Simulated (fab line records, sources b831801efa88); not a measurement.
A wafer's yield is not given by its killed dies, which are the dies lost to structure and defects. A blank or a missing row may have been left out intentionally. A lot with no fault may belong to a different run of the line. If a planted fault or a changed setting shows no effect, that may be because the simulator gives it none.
fab line records	flow sky130
record: lots: 10	wafers: 30	last_day: 50
route steps=708 shown VT_ADJUST_LVTN@115 VT_ADJUST_NCORE@129 SONOS_ONO@169 POLY_GATE@204 PAD_OPEN@708
lots that met no fault: from a run of the same line without faults
start_h: hours from the record's first day to the start of the lot's first wafer shown	wait_h: hours elapsed since this lot's preceding step	" same as the row above	L1.1+2: several wafers, shown together as one row	- either no value or no given start	* or withheld: withheld	< > ~ a bound
route shown NAME@n: NAME is a module with steps in the file, n the number in the route of the first one	usual: mean and standard deviation over wafers with no fault	same: alike in all rows	chamber/n: place in a boat	sites: the reading at each site	_std_site: standard deviation across them	_edge_site: outer sites' mean less inner sites'	radius_mm: for every site, how far away it sits from the centre of the wafer	mask NAME#n: copy n	behind: the tool/chamber that last shaped the wafer	hold: the reason the lot was held/the length of the hold in hours/how it ended	device: transistor that didn't switch, given as n, p or np	end of line: tests run on the same wafers once the route is complete	step lacking rows: just its recipe	killed: at the first sort, the dies lost to defects and structure; wafer yield is something else	map: a wafer's dies, marking killed ones x, the rest . and places with no die _
set.NAME: setting as actually run; set.NAME@STEP: the setting as run at that earlier step	model.NAME: the simulator's own value behind a step, which no gauge read
the route's steps for a sample of lots (tables are steps, rows are wafers)
services: the hour from which a tool's chamber was out of use, counted from the record's first day as start_h (under 0 if before that day), plus the number of hours and why
== steps ==
step: SKY_VT_ADJUST_LVTN_OVL_MEAS_18
usual: VT_ADJUST_LVTN_01_OVL: -0.8/1.3
lot.wafer	tool	chamber	start_h	wait_h	VT_ADJUST_LVTN_01_OVL[nm]
L254.2	overlay-01	-	158.19	0.1	0.5
L254.3	"	-	"	"	0.8
L254.6	"	-	"	"	0.0
L256.1	overlay-01	-	177.03	0.1	-2.9
L256.5	"	-	"	"	-1.0
L256.6	"	-	"	"	-4.1
L257.2	overlay-01	-	179.05	0.1	0.5
L257.4	"	-	"	"	-1.6
L257.6	"	-	"	"	-0.8
L262.4	overlay-01	-	217.76	0.1	-0.2
L262.5	"	-	"	"	-1.5
L262.6	"	-	"	"	-1.8
L263.1	overlay-02	-	220.99	0.1	-3.5
L263.5	"	-	"	"	-2.5
L263.6	"	-	"	"	-1.2
L267.1	overlay-02	-	249.28	0.1	-0.6
L267.2	"	-	"	"	-0.8
L267.3	"	-	"	"	-0.8
L268.3	overlay-01	-	253.26	0.1	-1.4
L268.4	"	-	"	"	-1.0
L268.6	"	-	"	"	-2.0
L269.3	overlay-02	-	262.94	0.1	-2.0
L269.4	"	-	"	"	-1.3
L269.5	"	-	"	"	-0.2
L270.4	overlay-01	-	275.36	0.1	-0.7
L270.5	"	-	"	"	-2.8
L270.6	"	-	"	"	-0.7
L277.1	overlay-02	-	330.98	0.1	-0.7
L277.2	"	-	"	"	-2.4
L277.4	"	-	"	"	-0.7
step: SKY_VT_ADJUST_NCORE_STRIP_10
recipe: chemistry: O2/N2	power_w: 1400	pressure_mtorr: 1500	platen_temp_c: withheld	o2_flow_sccm: 3000	n2_flow_sccm: 300	overash_fraction: 0.5
usual: drypump_motor_current_A: 6.1/0.44	oes_product_au: 0.715/0.0047	strip_time_to_endpoint_s: 14.17/0.035
lot.wafer	tool	chamber	start_h	wait_h	drypump_motor_current_A	oes_product_au	rf_hours_counter_h	strip_time_to_endpoint_s
L254.2	plasma_asher-01	0	178.09	0.1	6.0	0.719	33	14.20
L254.3	"	1	"	"	5.6	0.720	-	14.20
L254.6	"	1	"	"	5.6	0.716	-	14.15
L256.1	plasma_asher-01	1	197.85	0.1	5.6	0.710	35	14.16
L256.5	"	0	"	"	6.0	0.719	-	14.22
L256.6	"	1	"	"	5.6	0.712	-	14.23
L257.2	plasma_asher-03	0	200.44	0.1	6.4	0.724	55	14.22
L257.4	"	1	"	"	6.4	0.716	-	14.17
L257.6	"	1	"	"	6.5	0.717	-	14.23
L262.4	plasma_asher-03	1	241.17	0.1	6.4	0.716	-	14.16
L262.5	"	0	"	"	6.4	0.712	-	14.18
L262.6	"	1	"	"	6.4	0.714	-	14.15
L263.1	plasma_asher-04	0	244.09	0.1	5.4	0.710	57	14.17
L263.5	"	1	"	"	6.7	0.711	-	14.20
L263.6	"	0	"	"	5.4	0.713	-	14.16
L267.1	plasma_asher-01	1	273.99	0.1	5.6	0.711	43	14.16
L267.2	"	0	"	"	6.0	0.723	43	14.16
L267.3	"	0	"	"	6.0	0.715	-	14.16
L268.3	plasma_asher-01	1	277.77	0.1	5.6	0.717	-	14.24
L268.4	"	0	"	"	6.0	0.713	-	14.22
L268.6	"	1	"	"	5.6	0.716	-	14.24
L269.3	plasma_asher-04	0	287.92	0.1	5.3	0.709	-	14.18
L269.4	"	1	"	"	6.7	0.711	-	14.15
L269.5	"	0	"	"	5.4	0.720	-	14.15
L270.4	plasma_asher-03	1	301.35	0.1	6.4	0.717	-	14.20
L270.5	"	0	"	"	6.4	0.714	-	14.18
L270.6	"	1	"	"	6.4	0.711	-	14.20
L277.1	plasma_asher-04	0	358.44	0.1	5.4	0.723	67	14.09
L277.2	"	1	"	"	6.7	0.717	67	14.10
L277.4	"	0	"	"	5.3	0.719	-	14.13
step: SKY_SONOS_ONO_THK_MEAS_01
recipe: reads: SiO2_of_SONOS_ONO_OXIDATION_00
usual: SONOS_ONO_OXIDATION_THK: 2.59/0.048
lot.wafer	tool	chamber	start_h	wait_h	SONOS_ONO_OXIDATION_THK[nm]
L254.2	film_metro-03	-	247.10	0.0	2.57
L254.3	"	-	"	"	2.63
L254.6	"	-	"	"	2.55
L256.1	film_metro-03	-	268.88	0.0	2.60
L256.5	"	-	"	"	2.59
L256.6	"	-	"	"	2.75
L257.2	film_metro-03	-	271.30	0.0	2.56
L257.4	"	-	"	"	2.59
L257.6	"	-	"	"	2.65
L262.4	film_metro-01	-	316.55	0.0	2.69
L262.5	"	-	"	"	2.61
L262.6	"	-	"	"	2.65
L263.1	film_metro-03	-	319.62	0.0	2.51
L263.5	"	-	"	"	2.62
L263.6	"	-	"	"	2.61
L267.1	film_metro-04	-	354.51	0.0	2.67
L267.2	"	-	"	"	2.64
L267.3	"	-	"	"	2.53
L268.3	film_metro-04	-	357.60	0.0	2.65
L268.4	"	-	"	"	2.66
L268.6	"	-	"	"	2.63
L269.3	film_metro-04	-	369.03	0.0	2.64
L269.4	"	-	"	"	2.55
L269.5	"	-	"	"	2.62
L270.4	film_metro-03	-	385.57	0.0	2.61
L270.5	"	-	"	"	2.70
L270.6	"	-	"	"	2.59
L277.1	film_metro-04	-	450.16	0.0	2.51
L277.2	"	-	"	"	2.52
L277.4	"	-	"	"	2.52
step: SKY_POLY_GATE_CVD_00
recipe: material: poly-Si	target_thk_nm: 180	temp_c: 620	time_s: 720	pressure_mtorr: 200
usual: spike_tc_centre_C: 620.8/1.2	spike_tc_lower_C: 620.6/1	spike_tc_upper_C: 619.2/1.1	zone_power_centre_pct: 9.4/1	zone_power_lower_pct: 7.9/0.43
same: time_s: 720
lot.wafer	tool	chamber	start_h	wait_h	spike_tc_centre_C	spike_tc_lower_C	spike_tc_upper_C	zone_power_centre_pct	zone_power_lower_pct
L254.2	lpcvd-01	1	304.48	0.0	619.4	619.9	619.4	8.5	7.5
L254.3	"	1	"	"	621.1	620.1	621.6	8.4	7.5
L254.6	"	1	"	"	619.8	622.0	620.4	8.6	7.5
L256.1	lpcvd-01	0	326.31	0.0	621.1	621.3	618.3	10.5	8.4
L256.5	"	0	"	"	622.5	618.3	616.8	10.4	8.4
L256.6	"	0	"	"	620.5	620.5	618.5	10.3	8.4
L257.2	lpcvd-01	1	329.10	0.0	621.1	618.8	619.0	8.5	7.8
L257.4	"	1	"	"	619.6	621.0	619.1	8.3	7.5
L257.6	"	1	"	"	619.4	620.4	621.0	8.5	7.5
L262.4	lpcvd-01	1	378.63	0.0	620.6	619.5	618.8	8.5	7.4
L262.5	"	1	"	"	620.9	621.3	619.0	8.3	7.7
L262.6	"	1	"	"	621.3	621.6	618.4	8.5	7.5
L263.1	lpcvd-01	1	383.02	0.0	620.1	619.7	618.2	8.5	7.5
L263.5	"	1	"	"	620.3	621.4	620.5	8.4	7.5
L263.6	"	1	"	"	617.6	621.5	620.3	8.3	7.5
L267.1	lpcvd-01	0	421.27	0.0	620.9	623.6	618.7	10.6	8.4
L267.2	"	0	"	"	621.5	620.9	619.6	10.4	8.4
L267.3	"	0	"	"	620.5	620.7	618.2	10.4	8.2
L268.3	lpcvd-01	0	425.67	0.0	622.8	619.8	618.0	10.6	8.3
L268.4	"	0	"	"	621.9	621.9	617.1	10.3	8.4
L268.6	"	0	"	"	622.3	622.7	617.7	10.5	8.3
L269.3	lpcvd-01	1	436.97	0.0	591.7	623.6	624.0	4.0	9.5
L269.4	"	1	"	"	592.0	623.4	623.0	4.0	9.6
L269.5	"	1	"	"	592.6	623.7	623.7	4.0	9.6
L270.4	lpcvd-01	1	454.50	0.0	592.7	624.4	623.6	4.0	9.7
L270.5	"	1	"	"	592.0	626.3	623.8	4.0	9.6
L270.6	"	1	"	"	591.5	623.5	623.6	4.1	9.6
L277.1	lpcvd-01	1	518.76	0.0	620.2	620.6	618.8	8.6	7.5
L277.2	"	1	"	"	621.3	621.9	620.8	8.5	7.5
L277.4	"	1	"	"	619.4	620.5	620.4	8.5	7.5
step: SKY_POLY_GATE_THK_MEAS_01
recipe: reads: poly-Si_of_POLY_GATE_CVD_00
usual: POLY_GATE_CVD_00_THK: 180.2/1.8
lot.wafer	tool	chamber	start_h	wait_h	hold	POLY_GATE_CVD_00_THK[nm]
L254.2	film_metro-04	-	306.29	0.0	-	180.9
L254.3	"	-	"	"	-	180.8
L254.6	"	-	"	"	-	180.2
L256.1	film_metro-01	-	327.51	0.0	-	183.0
L256.5	"	-	"	"	-	181.1
L256.6	"	-	"	"	-	181.0
L257.2	film_metro-04	-	330.91	0.0	-	178.2
L257.4	"	-	"	"	-	177.5
L257.6	"	-	"	"	-	177.2
L262.4	film_metro-02	-	379.86	0.0	-	182.7
L262.5	"	-	"	"	-	182.9
L262.6	"	-	"	"	-	183.3
L263.1	film_metro-04	-	384.22	0.0	-	178.1
L263.5	"	-	"	"	-	179.2
L263.6	"	-	"	"	-	178.2
L267.1	film_metro-02	-	422.47	0.0	-	180.4
L267.2	"	-	"	"	-	180.9
L267.3	"	-	"	"	-	180.9
L268.3	film_metro-04	-	426.89	0.0	-	180.3
L268.4	"	-	"	"	-	181.5
L268.6	"	-	"	"	-	180.7
L269.3	film_metro-04	-	438.19	0.0	await_dispo/0.2h/release	157.2
L269.4	"	-	"	"	await_dispo/0.2h/release	161.2
L269.5	"	-	"	"	await_dispo/0.2h/release	167.1
L269.3	film_metro-04	-	438.41	0.2	-	157.4
L269.4	"	-	"	"	-	161.2
L269.5	"	-	"	"	-	167.1
L270.4	film_metro-01	-	455.73	0.0	await_dispo/0.2h/release	134.0
L270.5	"	-	"	"	await_dispo/0.2h/release	135.8
L270.6	"	-	"	"	await_dispo/0.2h/release	139.3
L270.4	film_metro-01	-	455.95	0.2	-	133.9
L270.5	"	-	"	"	-	135.7
L270.6	"	-	"	"	-	139.4
L277.1	film_metro-04	-	519.96	0.0	-	180.3
L277.2	"	-	"	"	-	179.2
L277.4	"	-	"	"	-	179.6
step: SKY_POLY_GATE_ETCH_17
recipe: target_depth_nm: 180	stop_on: SiO2	over_etch_frac: 0.56667	chemistry: HBr/Cl2	target: poly-Si	icp_w: 400	bias_w: 100	pressure_mtorr: 10	HBr_flow_sccm: 150	Cl2_flow_sccm: 50	time_s: 70.5
usual: drypump_motor_current_A: 5.33/0.24	oes_product_au: 0.988/0.0066	rf_fwd_power_W: 396.4/1.7	throttle_valve_pct: 33.685/0.0083
same: time_s: 70.5
lot.wafer	tool	chamber	start_h	wait_h	drypump_motor_current_A	oes_product_au	rf_fwd_power_W	rf_hours_counter_h	throttle_valve_pct
L254.2	rie_si-01	0	363.23	0.0	4.95	0.982	397.6	77	33.695
L254.3	"	3	"	"	5.25	0.999	396.0	2	33.677
L254.6	"	1	"	"	5.56	0.989	394.3	-	33.680
L256.1	rie_si-01	0	384.62	0.0	4.99	0.993	396.0	78	33.671
L256.5	"	1	"	"	5.58	0.999	392.3	-	33.692
L256.6	"	2	"	"	5.14	0.982	394.0	-	33.673
L257.2	rie_si-01	1	389.82	0.0	5.58	0.983	394.0	76	33.687
L257.4	"	0	"	"	4.98	0.983	398.5	78	33.689
L257.6	"	0	"	"	5.00	0.989	397.5	-	33.703
L262.4	rie_si-02	0	442.82	0.0	5.02	0.996	393.7	67	33.690
L262.5	"	3	"	"	5.58	1.004	398.0	-	33.692
L262.6	"	2	"	"	5.50	0.990	397.5	-	33.690
L263.1	rie_si-02	3	449.43	0.0	5.58	0.984	397.0	0	33.675
L263.5	"	0	"	"	5.03	0.993	395.1	-	33.677
L263.6	"	1	"	"	5.64	0.983	396.1	-	33.692
L267.1	rie_si-02	0	486.82	0.1	5.05	0.995	393.6	0	33.681
L267.2	"	1	"	"	5.60	0.991	398.8	1	33.680
L267.3	"	2	"	"	5.46	0.988	399.5	2	33.686
L268.3	rie_si-01	2	491.41	0.0	5.16	0.984	394.4	51	33.676
L268.4	"	0	"	"	5.01	0.984	399.2	0	33.683
L268.6	"	2	"	"	5.18	0.989	394.8	-	33.675
L269.3	rie_si-02	2	502.62	0.0	5.45	0.892	397.4	2	33.674
L269.4	"	3	"	"	5.60	0.922	395.1	1	33.688
L269.5	"	2	"	"	5.48	0.941	396.4	-	33.687
L270.4	rie_si-01	2	520.23	0.0	5.17	0.809	393.1	51	33.677
L270.5	"	0	"	"	5.00	0.816	397.2	-	33.685
L270.6	"	3	"	"	5.25	0.828	397.6	-	33.691
L277.1	rie_si-02	2	582.68	0.0	5.50	0.991	396.7	2	33.688
L277.2	"	3	"	"	5.60	0.991	395.8	1	33.689
L277.4	"	0	"	"	5.04	0.988	395.6	0	33.679
step: SKY_PAD_OPEN_PROBE_99
usual: killed_at_M0_to_M3: 45/6.8	killed_at_M4_up: 3.0/1.7	killed_at_contacts: 25/5.7	killed_at_front_end: 15/4.6	killed_at_other: 0.3/0.66	killed_dies: 88/9.5	killed_open: 48/7.3	killed_short: 39/6.5
same: gross_dies: 492	killed_at_back_side: 0
lot.wafer	tool	chamber	start_h	wait_h	killed_at_M0_to_M3	killed_at_M4_up	killed_at_contacts	killed_at_front_end	killed_at_other	killed_dies	killed_open	killed_short
L267.1	prober-01	-	1151.30	0.1	35	2	26	14	0	77	38	39
L267.2	prober-01	-	1151.35	0.1	52	2	15	12	0	81	38	43
L267.3	prober-01	-	1151.40	0.2	48	4	28	17	1	98	54	44
L269.3	prober-01	-	1158.60	0.2	40	8	21	16	0	85	40	45
killed by level:class
L267.1 CONTACT:geometric_particle:open=12 METAL1:geometric_particle:short=6 VIA1:geometric_particle:open=6 VIA1:geometric_particle:short=5 VIA2:geometric_particle:open=5 POLY_GATE:geometric_particle:short=4 LI_CONTACT:geometric_particle:open=4 CONTACT:geometric_particle:short=4
L267.2 VIA1:geometric_particle:open=10 VIA2:geometric_particle:open=9 CONTACT:geometric_particle:open=6 METAL1:geometric_particle:short=6 VIA3:geometric_particle:short=6 FIELD_ISO:geometric_particle:short=5 METAL2:geometric_particle:short=5 VIA3:geometric_particle:open=5
L267.3 VIA1:geometric_particle:open=11 VIA2:geometric_particle:open=10 CONTACT:geometric_particle:open=8 CONTACT:geometric_particle:short=8 POLY_GATE:geometric_particle:open=6 VIA3:geometric_particle:open=6 LI_CONTACT:geometric_particle:short=6 FIELD_ISO:geometric_particle:open=4
L269.3 VIA1:geometric_particle:open=10 VIA2:geometric_particle:open=9 CONTACT:geometric_particle:open=8 METAL4:geometric_particle:short=8 FIELD_ISO:geometric_particle:short=6 LOCAL_INTERCONNECT:geometric_particle:short=5 VIA1:geometric_particle:short=5 METAL2:geometric_particle:short=5
== services ==
tool	chamber	start_h	hours	kind
rie_si-01	-	192.87	0.2	repair
rie_si-01	-	231.33	1.2	repair
rie_si-01	-	233.27	0.4	repair
rie_si-02	0	237.01	14.0	repair
plasma_asher-04	-	238.54	0.3	repair
plasma_asher-03	-	242.68	5.4	repair
rie_si-01	0	244.83	4.0	repair
lpcvd-01	-	247.51	4.3	pm
plasma_asher-04	-	266.28	10.0	repair
rie_si-01	3	283.64	3.0	repair
plasma_asher-01	-	344.45	15.6	pm
lpcvd-01	-	345.61	0.3	repair
plasma_asher-04	-	353.77	3.3	repair
plasma_asher-04	-	391.55	0.3	repair
rie_si-01	0	395.11	5.7	repair
plasma_asher-01	-	415.47	2.5	repair
plasma_asher-03	-	421.25	9.0	pm
plasma_asher-01	-	440.53	14.6	pm
plasma_asher-03	-	443.76	2.1	repair
plasma_asher-04	-	456.77	1.7	repair
plasma_asher-01	-	458.41	7.9	repair
plasma_asher-04	-	478.29	0.9	repair
lpcvd-01	-	492.74	6.1	pm
rie_si-01	-	526.39	0.4	repair
== key ==
first_sign: step: SKY_POLY_GATE_CVD_00	reading: spike_tc_centre_C	direction: down	sigmas: 23	usual: 620.8	struck: 592.1
effect: step: SKY_POLY_GATE_CVD_00	reading: zone_power_centre_pct	direction: down	sigmas: 5.3	usual: 9.4	struck: 4.0
effect: step: SKY_POLY_GATE_THK_MEAS_01	reading: visit	direction: added
effect: step: SKY_POLY_GATE_THK_MEAS_01	reading: POLY_GATE_CVD_00_THK	direction: down	sigmas: 18	usual: 180.2	struck: 149.1
effect: step: SKY_POLY_GATE_ETCH_17	reading: oes_product_au	direction: down	sigmas: 18	usual: 0.988	struck: 0.868
met_at SKY_POLY_GATE_CVD_00
struck_lots L269,L270
struck_wafers L269.3,L269.4,L269.5,L270.4,L270.5,L270.6
tester_left_out L269,L270
not_acting_at SKY_VT_ADJUST_LVTN_OVL_MEAS_18,SKY_VT_ADJUST_NCORE_STRIP_10,SKY_SONOS_ONO_THK_MEAS_01
onset_between 383.02 436.97
fault: kind: process_parameter_drift	tool: lpcvd-01	chamber: 1	onset_h: 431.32	steps: SKY_POLY_GATE_CVD_00	channel: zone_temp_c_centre	offset: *	shape: step	end_h: 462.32
tester_left_out: of these lots the tester's yield and bins aren't shown, on N5 and GAA mostly nor the transistor test; their killed dies are dies lost to structure and defects alone, not to doping, threshold or leakage, so they don't give the yield
